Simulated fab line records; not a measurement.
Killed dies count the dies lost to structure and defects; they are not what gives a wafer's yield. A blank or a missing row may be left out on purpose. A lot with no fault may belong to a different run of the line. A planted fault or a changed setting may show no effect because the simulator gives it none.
fab line records / flow sky130
[record] lots = 14 wafers = 42 lastDay = 49
route steps=708 shown POLY_GATE@205 LDD_N@250 LDD_P@263 PAD_OPEN@708
lots that met no fault: from a run of the same line without faults
startH: start of the lot's first displayed wafer, in hours after the record's first day / waitH: hours elapsed since this lot's preceding step / " repeats the value in the row above / L1.1+2: a single row standing in for several wafers / - value missing, or start not given / * or withheld: withheld / < > ~ a bound
route shown NAME@n: NAME is a module with steps in the file, n the number in the route of the first one / usual: mean and standard deviation over wafers with no fault / same: alike in all rows / chamber/n: place in a boat / sites: the reading at each site / _std_site: the standard deviation of these / _edge_site: mean of outer sites minus mean of inner sites / radiusMm: how far each site lies from the wafer's centre / mask NAME#n: copy n / behind: the most recent tool/chamber to have shaped the wafer / hold: why the lot went on hold/how many hours it stayed there/how the hold came to an end / device: the n, p or np transistor that did not switch / end of line: the tests these same wafers got at the end of their route / where a step has no rows: the recipe by itself / killed: at the first sort, the dies lost to defects and structure; wafer yield is something else / map: a wafer's dies, marking killed ones x, the rest . and places with no die _
set.NAME: the run value of the setting; set.NAME@STEP: its run value at that earlier step / model.NAME: the simulator's own value behind a step, which no gauge read
steps of the route over a sample of lots; a table a step, a row a wafer
services: when a tool's chamber went out of use (startH, in hours from the record's first day, below 0 if earlier), for how many hours, and the reason
[[steps]]
[step SKY_POLY_GATE_THK_MEAS_01]
[recipe] reads = poly-Si_of_POLY_GATE_CVD_00
[usual] POLY_GATE_CVD_00_THK = 178.9/1.4
lot.wafer=L146.1 tool=filmMetro-01 chamber=- startH=314.27 waitH=0.0 POLY_GATE_CVD_00_THK[nm]=179.3
lot.wafer=L146.2 tool=filmMetro-01 chamber=- startH=314.27 waitH=0.0 POLY_GATE_CVD_00_THK[nm]=180.9
lot.wafer=L146.5 tool=filmMetro-01 chamber=- startH=314.27 waitH=0.0 POLY_GATE_CVD_00_THK[nm]=179.8
lot.wafer=L148.1 tool=filmMetro-04 chamber=- startH=330.49 waitH=0.0 POLY_GATE_CVD_00_THK[nm]=177.7
lot.wafer=L148.3 tool=filmMetro-04 chamber=- startH=330.49 waitH=0.0 POLY_GATE_CVD_00_THK[nm]=180.2
lot.wafer=L148.4 tool=filmMetro-04 chamber=- startH=330.49 waitH=0.0 POLY_GATE_CVD_00_THK[nm]=179.6
lot.wafer=L149.2 tool=filmMetro-04 chamber=- startH=336.26 waitH=0.0 POLY_GATE_CVD_00_THK[nm]=181.1
lot.wafer=L149.4 tool=filmMetro-04 chamber=- startH=336.26 waitH=0.0 POLY_GATE_CVD_00_THK[nm]=181.7
lot.wafer=L149.6 tool=filmMetro-04 chamber=- startH=336.26 waitH=0.0 POLY_GATE_CVD_00_THK[nm]=182.3
lot.wafer=L150.2 tool=filmMetro-02 chamber=- startH=350.42 waitH=0.0 POLY_GATE_CVD_00_THK[nm]=179.2
lot.wafer=L150.3 tool=filmMetro-02 chamber=- startH=350.42 waitH=0.0 POLY_GATE_CVD_00_THK[nm]=179.9
lot.wafer=L150.4 tool=filmMetro-02 chamber=- startH=350.42 waitH=0.0 POLY_GATE_CVD_00_THK[nm]=179.9
lot.wafer=L152.3 tool=filmMetro-01 chamber=- startH=369.80 waitH=0.0 POLY_GATE_CVD_00_THK[nm]=179.8
lot.wafer=L152.4 tool=filmMetro-01 chamber=- startH=369.80 waitH=0.0 POLY_GATE_CVD_00_THK[nm]=178.4
lot.wafer=L152.6 tool=filmMetro-01 chamber=- startH=369.80 waitH=0.0 POLY_GATE_CVD_00_THK[nm]=179.2
lot.wafer=L151.4 tool=filmMetro-04 chamber=- startH=369.81 waitH=0.0 POLY_GATE_CVD_00_THK[nm]=178.8
lot.wafer=L151.5 tool=filmMetro-04 chamber=- startH=369.81 waitH=0.0 POLY_GATE_CVD_00_THK[nm]=179.8
lot.wafer=L151.6 tool=filmMetro-04 chamber=- startH=369.81 waitH=0.0 POLY_GATE_CVD_00_THK[nm]=178.1
lot.wafer=L153.2 tool=filmMetro-04 chamber=- startH=377.92 waitH=0.0 POLY_GATE_CVD_00_THK[nm]=176.9
lot.wafer=L153.3 tool=filmMetro-04 chamber=- startH=377.92 waitH=0.0 POLY_GATE_CVD_00_THK[nm]=178.1
lot.wafer=L153.5 tool=filmMetro-04 chamber=- startH=377.92 waitH=0.0 POLY_GATE_CVD_00_THK[nm]=177.3
lot.wafer=L156.2 tool=filmMetro-04 chamber=- startH=399.27 waitH=0.0 POLY_GATE_CVD_00_THK[nm]=179.0
lot.wafer=L156.3 tool=filmMetro-04 chamber=- startH=399.27 waitH=0.0 POLY_GATE_CVD_00_THK[nm]=179.2
lot.wafer=L156.6 tool=filmMetro-04 chamber=- startH=399.27 waitH=0.0 POLY_GATE_CVD_00_THK[nm]=179.0
lot.wafer=L159.1 tool=filmMetro-04 chamber=- startH=435.88 waitH=0.0 POLY_GATE_CVD_00_THK[nm]=179.7
lot.wafer=L159.2 tool=filmMetro-04 chamber=- startH=435.88 waitH=0.0 POLY_GATE_CVD_00_THK[nm]=180.9
lot.wafer=L159.4 tool=filmMetro-04 chamber=- startH=435.88 waitH=0.0 POLY_GATE_CVD_00_THK[nm]=180.4
lot.wafer=L160.1 tool=filmMetro-02 chamber=- startH=446.22 waitH=0.0 POLY_GATE_CVD_00_THK[nm]=178.9
lot.wafer=L160.3 tool=filmMetro-02 chamber=- startH=446.22 waitH=0.0 POLY_GATE_CVD_00_THK[nm]=181.6
lot.wafer=L160.6 tool=filmMetro-02 chamber=- startH=446.22 waitH=0.0 POLY_GATE_CVD_00_THK[nm]=178.7
lot.wafer=L163.4 tool=filmMetro-01 chamber=- startH=461.05 waitH=0.0 POLY_GATE_CVD_00_THK[nm]=178.7
lot.wafer=L163.5 tool=filmMetro-01 chamber=- startH=461.05 waitH=0.0 POLY_GATE_CVD_00_THK[nm]=179.6
lot.wafer=L163.6 tool=filmMetro-01 chamber=- startH=461.05 waitH=0.0 POLY_GATE_CVD_00_THK[nm]=179.4
lot.wafer=L166.2 tool=filmMetro-01 chamber=- startH=488.44 waitH=0.0 POLY_GATE_CVD_00_THK[nm]=181.0
lot.wafer=L166.3 tool=filmMetro-01 chamber=- startH=488.44 waitH=0.0 POLY_GATE_CVD_00_THK[nm]=179.5
lot.wafer=L166.4 tool=filmMetro-01 chamber=- startH=488.44 waitH=0.0 POLY_GATE_CVD_00_THK[nm]=180.9
lot.wafer=L167.1 tool=filmMetro-04 chamber=- startH=489.63 waitH=0.0 POLY_GATE_CVD_00_THK[nm]=177.6
lot.wafer=L167.2 tool=filmMetro-04 chamber=- startH=489.63 waitH=0.0 POLY_GATE_CVD_00_THK[nm]=178.4
lot.wafer=L167.5 tool=filmMetro-04 chamber=- startH=489.63 waitH=0.0 POLY_GATE_CVD_00_THK[nm]=178.3
lot.wafer=L168.1 tool=filmMetro-04 chamber=- startH=496.64 waitH=0.0 POLY_GATE_CVD_00_THK[nm]=175.5
lot.wafer=L168.2 tool=filmMetro-04 chamber=- startH=496.64 waitH=0.0 POLY_GATE_CVD_00_THK[nm]=178.5
lot.wafer=L168.4 tool=filmMetro-04 chamber=- startH=496.64 waitH=0.0 POLY_GATE_CVD_00_THK[nm]=177.6
[step SKY_POLY_GATE_THK_MEAS_21]
[recipe] reads = SiO2_of_POLY_GATE_OXIDATION_20
[usual] POLY_GATE_OXIDATION_THK = 4.00/0.089
lot.wafer=L146.1 tool=filmMetro-02 chamber=- startH=372.64 waitH=0.0 POLY_GATE_OXIDATION_THK[nm]=4.20
lot.wafer=L146.2 tool=filmMetro-02 chamber=- startH=372.64 waitH=0.0 POLY_GATE_OXIDATION_THK[nm]=4.10
lot.wafer=L146.5 tool=filmMetro-02 chamber=- startH=372.64 waitH=0.0 POLY_GATE_OXIDATION_THK[nm]=4.05
lot.wafer=L148.1 tool=filmMetro-02 chamber=- startH=390.97 waitH=0.0 POLY_GATE_OXIDATION_THK[nm]=3.95
lot.wafer=L148.3 tool=filmMetro-02 chamber=- startH=390.97 waitH=0.0 POLY_GATE_OXIDATION_THK[nm]=3.94
lot.wafer=L148.4 tool=filmMetro-02 chamber=- startH=390.97 waitH=0.0 POLY_GATE_OXIDATION_THK[nm]=3.97
lot.wafer=L149.2 tool=filmMetro-04 chamber=- startH=396.53 waitH=0.0 POLY_GATE_OXIDATION_THK[nm]=3.95
lot.wafer=L149.4 tool=filmMetro-04 chamber=- startH=396.53 waitH=0.0 POLY_GATE_OXIDATION_THK[nm]=3.98
lot.wafer=L149.6 tool=filmMetro-04 chamber=- startH=396.53 waitH=0.0 POLY_GATE_OXIDATION_THK[nm]=4.04
lot.wafer=L150.2 tool=filmMetro-01 chamber=- startH=415.15 waitH=0.0 POLY_GATE_OXIDATION_THK[nm]=4.05
lot.wafer=L150.3 tool=filmMetro-01 chamber=- startH=415.15 waitH=0.0 POLY_GATE_OXIDATION_THK[nm]=4.04
lot.wafer=L150.4 tool=filmMetro-01 chamber=- startH=415.15 waitH=0.0 POLY_GATE_OXIDATION_THK[nm]=4.04
lot.wafer=L152.3 tool=filmMetro-01 chamber=- startH=440.99 waitH=0.0 POLY_GATE_OXIDATION_THK[nm]=4.03
lot.wafer=L152.4 tool=filmMetro-01 chamber=- startH=440.99 waitH=0.0 POLY_GATE_OXIDATION_THK[nm]=4.04
lot.wafer=L152.6 tool=filmMetro-01 chamber=- startH=440.99 waitH=0.0 POLY_GATE_OXIDATION_THK[nm]=4.07
lot.wafer=L151.4 tool=filmMetro-04 chamber=- startH=441.04 waitH=0.1 POLY_GATE_OXIDATION_THK[nm]=3.98
lot.wafer=L151.5 tool=filmMetro-04 chamber=- startH=441.04 waitH=0.1 POLY_GATE_OXIDATION_THK[nm]=4.03
lot.wafer=L151.6 tool=filmMetro-04 chamber=- startH=441.04 waitH=0.1 POLY_GATE_OXIDATION_THK[nm]=3.96
lot.wafer=L153.2 tool=filmMetro-04 chamber=- startH=444.83 waitH=0.0 POLY_GATE_OXIDATION_THK[nm]=3.89
lot.wafer=L153.3 tool=filmMetro-04 chamber=- startH=444.83 waitH=0.0 POLY_GATE_OXIDATION_THK[nm]=3.91
lot.wafer=L153.5 tool=filmMetro-04 chamber=- startH=444.83 waitH=0.0 POLY_GATE_OXIDATION_THK[nm]=3.86
lot.wafer=L156.2 tool=filmMetro-01 chamber=- startH=463.39 waitH=0.0 POLY_GATE_OXIDATION_THK[nm]=3.97
lot.wafer=L156.3 tool=filmMetro-01 chamber=- startH=463.39 waitH=0.0 POLY_GATE_OXIDATION_THK[nm]=3.91
lot.wafer=L156.6 tool=filmMetro-01 chamber=- startH=463.39 waitH=0.0 POLY_GATE_OXIDATION_THK[nm]=3.86
lot.wafer=L159.1 tool=filmMetro-01 chamber=- startH=501.76 waitH=0.0 POLY_GATE_OXIDATION_THK[nm]=3.99
lot.wafer=L159.2 tool=filmMetro-01 chamber=- startH=501.76 waitH=0.0 POLY_GATE_OXIDATION_THK[nm]=4.05
lot.wafer=L159.4 tool=filmMetro-01 chamber=- startH=501.76 waitH=0.0 POLY_GATE_OXIDATION_THK[nm]=3.94
lot.wafer=L160.1 tool=filmMetro-01 chamber=- startH=510.58 waitH=0.0 POLY_GATE_OXIDATION_THK[nm]=4.09
lot.wafer=L160.3 tool=filmMetro-01 chamber=- startH=510.58 waitH=0.0 POLY_GATE_OXIDATION_THK[nm]=4.06
lot.wafer=L160.6 tool=filmMetro-01 chamber=- startH=510.58 waitH=0.0 POLY_GATE_OXIDATION_THK[nm]=3.96
lot.wafer=L163.4 tool=filmMetro-01 chamber=- startH=525.74 waitH=0.0 POLY_GATE_OXIDATION_THK[nm]=4.12
lot.wafer=L163.5 tool=filmMetro-01 chamber=- startH=525.74 waitH=0.0 POLY_GATE_OXIDATION_THK[nm]=4.13
lot.wafer=L163.6 tool=filmMetro-01 chamber=- startH=525.74 waitH=0.0 POLY_GATE_OXIDATION_THK[nm]=4.23
lot.wafer=L166.2 tool=filmMetro-04 chamber=- startH=553.34 waitH=0.0 POLY_GATE_OXIDATION_THK[nm]=4.05
lot.wafer=L166.3 tool=filmMetro-04 chamber=- startH=553.34 waitH=0.0 POLY_GATE_OXIDATION_THK[nm]=4.01
lot.wafer=L166.4 tool=filmMetro-04 chamber=- startH=553.34 waitH=0.0 POLY_GATE_OXIDATION_THK[nm]=4.03
lot.wafer=L167.1 tool=filmMetro-04 chamber=- startH=554.46 waitH=0.0 POLY_GATE_OXIDATION_THK[nm]=3.94
lot.wafer=L167.2 tool=filmMetro-04 chamber=- startH=554.46 waitH=0.0 POLY_GATE_OXIDATION_THK[nm]=3.93
lot.wafer=L167.5 tool=filmMetro-04 chamber=- startH=554.46 waitH=0.0 POLY_GATE_OXIDATION_THK[nm]=3.95
lot.wafer=L168.1 tool=filmMetro-01 chamber=- startH=561.82 waitH=0.0 POLY_GATE_OXIDATION_THK[nm]=3.95
lot.wafer=L168.2 tool=filmMetro-01 chamber=- startH=561.82 waitH=0.0 POLY_GATE_OXIDATION_THK[nm]=3.91
lot.wafer=L168.4 tool=filmMetro-01 chamber=- startH=561.82 waitH=0.0 POLY_GATE_OXIDATION_THK[nm]=3.89
[step SKY_LDD_N_IMPLANT_13]
[recipe] species = BF2 energyKev = 50 doseCm2 = 5e+12 tiltDeg = 30 rotationDeg = 90
[usual] beamEnergyKeV = 49.997/0.015 beamOnS = 9.98/0.2 tiltDeg = 30.002/0.021
lot.wafer=L146.1 tool=implanter-02 chamber=0 startH=401.90 waitH=0.1 beamEnergyKeV=49.998 beamOnS=9.92 tiltDeg=30.023
lot.wafer=L146.2 tool=implanter-02 chamber=0 startH=401.90 waitH=0.1 beamEnergyKeV=50.012 beamOnS=9.78 tiltDeg=29.995
lot.wafer=L146.5 tool=implanter-02 chamber=0 startH=401.90 waitH=0.1 beamEnergyKeV=50.004 beamOnS=10.37 tiltDeg=30.016
lot.wafer=L148.1 tool=implanter-04 chamber=0 startH=421.28 waitH=0.1 beamEnergyKeV=49.978 beamOnS=9.71 tiltDeg=30.004
lot.wafer=L148.3 tool=implanter-04 chamber=0 startH=421.28 waitH=0.1 beamEnergyKeV=49.990 beamOnS=9.91 tiltDeg=30.010
lot.wafer=L148.4 tool=implanter-04 chamber=0 startH=421.28 waitH=0.1 beamEnergyKeV=50.001 beamOnS=9.94 tiltDeg=29.974
lot.wafer=L149.2 tool=implanter-02 chamber=0 startH=427.30 waitH=0.1 beamEnergyKeV=50.020 beamOnS=10.06 tiltDeg=30.005
lot.wafer=L149.4 tool=implanter-02 chamber=0 startH=427.30 waitH=0.1 beamEnergyKeV=49.977 beamOnS=9.84 tiltDeg=30.017
lot.wafer=L149.6 tool=implanter-02 chamber=0 startH=427.30 waitH=0.1 beamEnergyKeV=49.992 beamOnS=9.62 tiltDeg=29.998
lot.wafer=L150.2 tool=implanter-01 chamber=0 startH=446.33 waitH=0.1 beamEnergyKeV=50.004 beamOnS=9.72 tiltDeg=30.000
lot.wafer=L150.3 tool=implanter-01 chamber=0 startH=446.33 waitH=0.1 beamEnergyKeV=49.960 beamOnS=9.94 tiltDeg=29.993
lot.wafer=L150.4 tool=implanter-01 chamber=0 startH=446.33 waitH=0.1 beamEnergyKeV=50.004 beamOnS=9.97 tiltDeg=29.988
lot.wafer=L152.3 tool=implanter-04 chamber=0 startH=471.83 waitH=0.1 beamEnergyKeV=49.998 beamOnS=9.68 tiltDeg=30.011
lot.wafer=L152.4 tool=implanter-04 chamber=0 startH=471.83 waitH=0.1 beamEnergyKeV=49.980 beamOnS=10.18 tiltDeg=30.015
lot.wafer=L152.6 tool=implanter-04 chamber=0 startH=471.83 waitH=0.1 beamEnergyKeV=49.996 beamOnS=10.36 tiltDeg=29.962
lot.wafer=L151.4 tool=implanter-01 chamber=0 startH=473.21 waitH=0.1 beamEnergyKeV=50.013 beamOnS=10.02 tiltDeg=30.025
lot.wafer=L151.5 tool=implanter-01 chamber=0 startH=473.21 waitH=0.1 beamEnergyKeV=49.987 beamOnS=9.96 tiltDeg=30.039
lot.wafer=L151.6 tool=implanter-01 chamber=0 startH=473.21 waitH=0.1 beamEnergyKeV=49.993 beamOnS=9.90 tiltDeg=30.017
lot.wafer=L153.2 tool=implanter-01 chamber=0 startH=475.71 waitH=0.1 beamEnergyKeV=50.008 beamOnS=9.80 tiltDeg=29.988
lot.wafer=L153.3 tool=implanter-01 chamber=0 startH=475.71 waitH=0.1 beamEnergyKeV=50.004 beamOnS=10.29 tiltDeg=29.964
lot.wafer=L153.5 tool=implanter-01 chamber=0 startH=475.71 waitH=0.1 beamEnergyKeV=50.033 beamOnS=9.92 tiltDeg=30.008
lot.wafer=L156.2 tool=implanter-04 chamber=0 startH=494.45 waitH=0.1 beamEnergyKeV=47.766 beamOnS=10.05 tiltDeg=30.021
lot.wafer=L156.3 tool=implanter-04 chamber=0 startH=494.45 waitH=0.1 beamEnergyKeV=47.758 beamOnS=10.10 tiltDeg=30.001
lot.wafer=L156.6 tool=implanter-04 chamber=0 startH=494.45 waitH=0.1 beamEnergyKeV=47.793 beamOnS=10.15 tiltDeg=30.014
lot.wafer=L159.1 tool=implanter-04 chamber=0 startH=532.58 waitH=0.1 beamEnergyKeV=47.777 beamOnS=10.01 tiltDeg=30.030
lot.wafer=L159.2 tool=implanter-04 chamber=0 startH=532.58 waitH=0.1 beamEnergyKeV=47.787 beamOnS=9.97 tiltDeg=30.027
lot.wafer=L159.4 tool=implanter-04 chamber=0 startH=532.58 waitH=0.1 beamEnergyKeV=47.804 beamOnS=9.91 tiltDeg=30.016
lot.wafer=L160.1 tool=implanter-01 chamber=0 startH=541.58 waitH=0.1 beamEnergyKeV=49.985 beamOnS=10.18 tiltDeg=29.980
lot.wafer=L160.3 tool=implanter-01 chamber=0 startH=541.58 waitH=0.1 beamEnergyKeV=49.981 beamOnS=9.97 tiltDeg=30.000
lot.wafer=L160.6 tool=implanter-01 chamber=0 startH=541.58 waitH=0.1 beamEnergyKeV=49.985 beamOnS=10.09 tiltDeg=29.992
lot.wafer=L163.4 tool=implanter-02 chamber=0 startH=556.46 waitH=0.1 beamEnergyKeV=49.993 beamOnS=9.91 tiltDeg=30.011
lot.wafer=L163.5 tool=implanter-02 chamber=0 startH=556.46 waitH=0.1 beamEnergyKeV=50.025 beamOnS=10.07 tiltDeg=29.994
lot.wafer=L163.6 tool=implanter-02 chamber=0 startH=556.46 waitH=0.1 beamEnergyKeV=49.982 beamOnS=9.79 tiltDeg=29.992
lot.wafer=L166.2 tool=implanter-04 chamber=0 startH=584.10 waitH=0.1 beamEnergyKeV=49.994 beamOnS=9.68 tiltDeg=30.005
lot.wafer=L166.3 tool=implanter-04 chamber=0 startH=584.10 waitH=0.1 beamEnergyKeV=50.010 beamOnS=10.01 tiltDeg=30.016
lot.wafer=L166.4 tool=implanter-04 chamber=0 startH=584.10 waitH=0.1 beamEnergyKeV=50.008 beamOnS=9.88 tiltDeg=30.010
lot.wafer=L167.1 tool=implanter-02 chamber=0 startH=585.03 waitH=0.1 beamEnergyKeV=50.003 beamOnS=10.06 tiltDeg=29.952
lot.wafer=L167.2 tool=implanter-02 chamber=0 startH=585.03 waitH=0.1 beamEnergyKeV=50.001 beamOnS=9.85 tiltDeg=29.962
lot.wafer=L167.5 tool=implanter-02 chamber=0 startH=585.03 waitH=0.1 beamEnergyKeV=50.000 beamOnS=10.06 tiltDeg=29.959
lot.wafer=L168.1 tool=implanter-01 chamber=0 startH=591.95 waitH=0.1 beamEnergyKeV=50.029 beamOnS=10.30 tiltDeg=29.986
lot.wafer=L168.2 tool=implanter-01 chamber=0 startH=591.95 waitH=0.1 beamEnergyKeV=49.992 beamOnS=9.93 tiltDeg=29.993
lot.wafer=L168.4 tool=implanter-01 chamber=0 startH=591.95 waitH=0.1 beamEnergyKeV=49.994 beamOnS=9.89 tiltDeg=29.985
[step SKY_LDD_P_OVL_MEAS_08]
[usual] LDD_P_OVL = 0.3/1.3
lot.wafer=L146.1 tool=overlay-01 chamber=- startH=432.66 waitH=0.1 LDD_P_OVL[nm]=1.9
lot.wafer=L146.2 tool=overlay-01 chamber=- startH=432.66 waitH=0.1 LDD_P_OVL[nm]=2.1
lot.wafer=L146.5 tool=overlay-01 chamber=- startH=432.66 waitH=0.1 LDD_P_OVL[nm]=1.0
lot.wafer=L148.1 tool=overlay-01 chamber=- startH=452.36 waitH=0.1 LDD_P_OVL[nm]=-0.5
lot.wafer=L148.3 tool=overlay-01 chamber=- startH=452.36 waitH=0.1 LDD_P_OVL[nm]=-0.6
lot.wafer=L148.4 tool=overlay-01 chamber=- startH=452.36 waitH=0.1 LDD_P_OVL[nm]=0.4
lot.wafer=L149.2 tool=overlay-01 chamber=- startH=457.42 waitH=0.1 LDD_P_OVL[nm]=0.7
lot.wafer=L149.4 tool=overlay-01 chamber=- startH=457.42 waitH=0.1 LDD_P_OVL[nm]=1.7
lot.wafer=L149.6 tool=overlay-01 chamber=- startH=457.42 waitH=0.1 LDD_P_OVL[nm]=1.3
lot.wafer=L150.2 tool=overlay-01 chamber=- startH=477.18 waitH=0.1 LDD_P_OVL[nm]=0.7
lot.wafer=L150.3 tool=overlay-01 chamber=- startH=477.18 waitH=0.1 LDD_P_OVL[nm]=0.9
lot.wafer=L150.4 tool=overlay-01 chamber=- startH=477.18 waitH=0.1 LDD_P_OVL[nm]=0.6
lot.wafer=L152.3 tool=overlay-01 chamber=- startH=502.58 waitH=0.1 LDD_P_OVL[nm]=-0.1
lot.wafer=L152.4 tool=overlay-01 chamber=- startH=502.58 waitH=0.1 LDD_P_OVL[nm]=-0.8
lot.wafer=L152.6 tool=overlay-01 chamber=- startH=502.58 waitH=0.1 LDD_P_OVL[nm]=-0.4
lot.wafer=L151.4 tool=overlay-01 chamber=- startH=504.73 waitH=0.1 LDD_P_OVL[nm]=1.2
lot.wafer=L151.5 tool=overlay-01 chamber=- startH=504.73 waitH=0.1 LDD_P_OVL[nm]=-0.3
lot.wafer=L151.6 tool=overlay-01 chamber=- startH=504.73 waitH=0.1 LDD_P_OVL[nm]=-1.9
lot.wafer=L153.2 tool=overlay-02 chamber=- startH=506.82 waitH=0.1 LDD_P_OVL[nm]=-0.2
lot.wafer=L153.3 tool=overlay-02 chamber=- startH=506.82 waitH=0.1 LDD_P_OVL[nm]=0.0
lot.wafer=L153.5 tool=overlay-02 chamber=- startH=506.82 waitH=0.1 LDD_P_OVL[nm]=0.5
lot.wafer=L156.2 tool=overlay-01 chamber=- startH=524.87 waitH=0.1 LDD_P_OVL[nm]=-0.8
lot.wafer=L156.3 tool=overlay-01 chamber=- startH=524.87 waitH=0.1 LDD_P_OVL[nm]=-0.6
lot.wafer=L156.6 tool=overlay-01 chamber=- startH=524.87 waitH=0.1 LDD_P_OVL[nm]=-1.4
lot.wafer=L159.1 tool=overlay-01 chamber=- startH=562.56 waitH=0.1 LDD_P_OVL[nm]=-0.7
lot.wafer=L159.2 tool=overlay-01 chamber=- startH=562.56 waitH=0.1 LDD_P_OVL[nm]=-1.1
lot.wafer=L159.4 tool=overlay-01 chamber=- startH=562.56 waitH=0.1 LDD_P_OVL[nm]=0.2
lot.wafer=L160.1 tool=overlay-02 chamber=- startH=571.91 waitH=0.1 LDD_P_OVL[nm]=1.7
lot.wafer=L160.3 tool=overlay-02 chamber=- startH=571.91 waitH=0.1 LDD_P_OVL[nm]=1.1
lot.wafer=L160.6 tool=overlay-02 chamber=- startH=571.91 waitH=0.1 LDD_P_OVL[nm]=2.3
lot.wafer=L163.4 tool=overlay-01 chamber=- startH=587.18 waitH=0.1 LDD_P_OVL[nm]=-0.5
lot.wafer=L163.5 tool=overlay-01 chamber=- startH=587.18 waitH=0.1 LDD_P_OVL[nm]=-0.9
lot.wafer=L163.6 tool=overlay-01 chamber=- startH=587.18 waitH=0.1 LDD_P_OVL[nm]=-1.2
lot.wafer=L166.2 tool=overlay-02 chamber=- startH=613.72 waitH=0.1 LDD_P_OVL[nm]=2.2
lot.wafer=L166.3 tool=overlay-02 chamber=- startH=613.72 waitH=0.1 LDD_P_OVL[nm]=0.9
lot.wafer=L166.4 tool=overlay-02 chamber=- startH=613.72 waitH=0.1 LDD_P_OVL[nm]=2.4
lot.wafer=L167.1 tool=overlay-01 chamber=- startH=614.76 waitH=0.1 LDD_P_OVL[nm]=3.1
lot.wafer=L167.2 tool=overlay-01 chamber=- startH=614.76 waitH=0.1 LDD_P_OVL[nm]=3.1
lot.wafer=L167.5 tool=overlay-01 chamber=- startH=614.76 waitH=0.1 LDD_P_OVL[nm]=2.8
lot.wafer=L168.1 tool=overlay-02 chamber=- startH=621.41 waitH=0.1 LDD_P_OVL[nm]=-0.6
lot.wafer=L168.2 tool=overlay-02 chamber=- startH=621.41 waitH=0.1 LDD_P_OVL[nm]=-0.5
lot.wafer=L168.4 tool=overlay-02 chamber=- startH=621.41 waitH=0.1 LDD_P_OVL[nm]=1.6
[step SKY_PAD_OPEN_PROBE_99]
[usual] killed_at_M0_to_M3 = 43/6.8 killed_at_M4_up = 2.9/1.7 killedAtContacts = 24/5.4 killedAtFrontEnd = 15/4.8 killedAtOther = 0.3/0.57 killedDies = 85/9.4 killedOpen = 47/7.5 killedShort = 38/5.7
[same] grossDies = 492 killedAtBackSide = 0
lot.wafer=L150.2 tool=prober-01 chamber=- startH=1097.26 waitH=0.1 killed_at_M0_to_M3=42 killed_at_M4_up=3 killedAtContacts=45 killedAtFrontEnd=13 killedAtOther=1 killedDies=104 killedOpen=57 killedShort=47
lot.wafer=L150.3 tool=prober-01 chamber=- startH=1097.31 waitH=0.2 killed_at_M0_to_M3=28 killed_at_M4_up=4 killedAtContacts=24 killedAtFrontEnd=10 killedAtOther=0 killedDies=66 killedOpen=38 killedShort=28
lot.wafer=L150.4 tool=prober-01 chamber=- startH=1097.36 waitH=0.2 killed_at_M0_to_M3=35 killed_at_M4_up=1 killedAtContacts=24 killedAtFrontEnd=8 killedAtOther=1 killedDies=69 killedOpen=33 killedShort=36
lot.wafer=L166.2 tool=prober-01 chamber=- startH=1182.12 waitH=0.1 killed_at_M0_to_M3=42 killed_at_M4_up=1 killedAtContacts=28 killedAtFrontEnd=23 killedAtOther=1 killedDies=95 killedOpen=53 killedShort=42
lot.wafer=L166.3 tool=prober-01 chamber=- startH=1182.17 waitH=0.2 killed_at_M0_to_M3=36 killed_at_M4_up=2 killedAtContacts=24 killedAtFrontEnd=19 killedAtOther=0 killedDies=81 killedOpen=48 killedShort=33
lot.wafer=L166.4 tool=prober-01 chamber=- startH=1182.22 waitH=0.2 killed_at_M0_to_M3=50 killed_at_M4_up=5 killedAtContacts=26 killedAtFrontEnd=11 killedAtOther=1 killedDies=93 killedOpen=46 killedShort=47
// killed by level:class
L150.2 CONTACT:geometricParticle:open=16 LI_CONTACT:geometricParticle:open=10 CONTACT:geometricParticle:short=9 VIA1:geometricParticle:open=9 LOCAL_INTERCONNECT:geometricParticle:short=7 VIA3:geometricParticle:open=7 FIELD_ISO:geometricParticle:short=4 VIA3:geometricParticle:short=4
L150.3 VIA1:geometricParticle:open=11 LI_CONTACT:geometricParticle:open=9 CONTACT:geometricParticle:open=9 LOCAL_INTERCONNECT:geometricParticle:short=4 FIELD_ISO:geometricParticle:short=3 METAL4:geometricParticle:short=3 VIA1:geometricParticle:short=3 METAL2:geometricParticle:short=3
L150.4 METAL1:geometricParticle:short=10 LI_CONTACT:geometricParticle:open=8 VIA1:geometricParticle:open=8 CONTACT:geometricParticle:open=6 LI_CONTACT:geometricParticle:short=5 VIA3:geometricParticle:open=4 LOCAL_INTERCONNECT:geometricParticle:short=3 METAL3:geometricParticle:short=3
L166.2 CONTACT:geometricParticle:open=10 VIA1:geometricParticle:open=9 POLY_GATE:geometricParticle:short=8 VIA3:geometricParticle:open=8 LI_CONTACT:geometricParticle:open=7 VIA2:geometricParticle:open=7 FIELD_ISO:geometricParticle:open=6 FIELD_ISO:geometricParticle:short=6
L166.3 VIA1:geometricParticle:open=10 CONTACT:geometricParticle:open=9 LI_CONTACT:geometricParticle:open=8 FIELD_ISO:geometricParticle:short=7 POLY_GATE:geometricParticle:open=4 VIA3:geometricParticle:short=4 POLY_GATE:geometricParticle:short=3 METAL2:geometricParticle:short=3
L166.4 VIA1:geometricParticle:open=12 METAL1:geometricParticle:short=8 VIA2:geometricParticle:open=8 CONTACT:geometricParticle:open=7 FIELD_ISO:geometricParticle:short=5 LI_CONTACT:geometricParticle:open=5 CONTACT:geometricParticle:short=4 METAL2:geometricParticle:short=4
[[services]]
tool=implanter-04 chamber=- startH=438.63 hours=5.7 kind=pm
tool=implanter-01 chamber=- startH=451.82 hours=1.8 kind=repair
tool=implanter-01 chamber=- startH=454.15 hours=1.4 kind=repair
tool=implanter-01 chamber=- startH=465.76 hours=5.5 kind=pm
tool=implanter-02 chamber=- startH=466.14 hours=0.8 kind=repair
tool=implanter-04 chamber=- startH=481.34 hours=3.3 kind=repair
tool=implanter-02 chamber=- startH=482.13 hours=6.9 kind=repair
tool=implanter-01 chamber=- startH=501.82 hours=2.4 kind=repair
tool=implanter-01 chamber=- startH=581.44 hours=3.6 kind=repair
tool=implanter-04 chamber=- startH=587.13 hours=5.2 kind=repair
[[key]]
[firstSign] step = SKY_LDD_N_IMPLANT_13 reading = beamEnergyKeV direction = down sigmas = 99+ usual = * struck = *
effect none on later readings
metAt SKY_LDD_N_IMPLANT_13
struckLots L156,L159
testerLeftOut L156,L159
notActingAt SKY_POLY_GATE_THK_MEAS_01,SKY_POLY_GATE_THK_MEAS_21,SKY_LDD_P_OVL_MEAS_08
onsetBetween 471.83 494.45
[fault] kind = processParameterDrift tool = implanter-04 chamber = - onsetH = 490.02 steps = SKY_LDD_N_IMPLANT_13 channel = energyKev offset = * shape = step endH = 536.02 actsIn = * stated = *
// testerLeftOut: of these lots the tester's yield and bins aren't shown, on N5 and GAA mostly nor the transistor test; their killed dies are dies lost to structure and defects alone, not to doping, threshold or leakage, so they don't give the yield
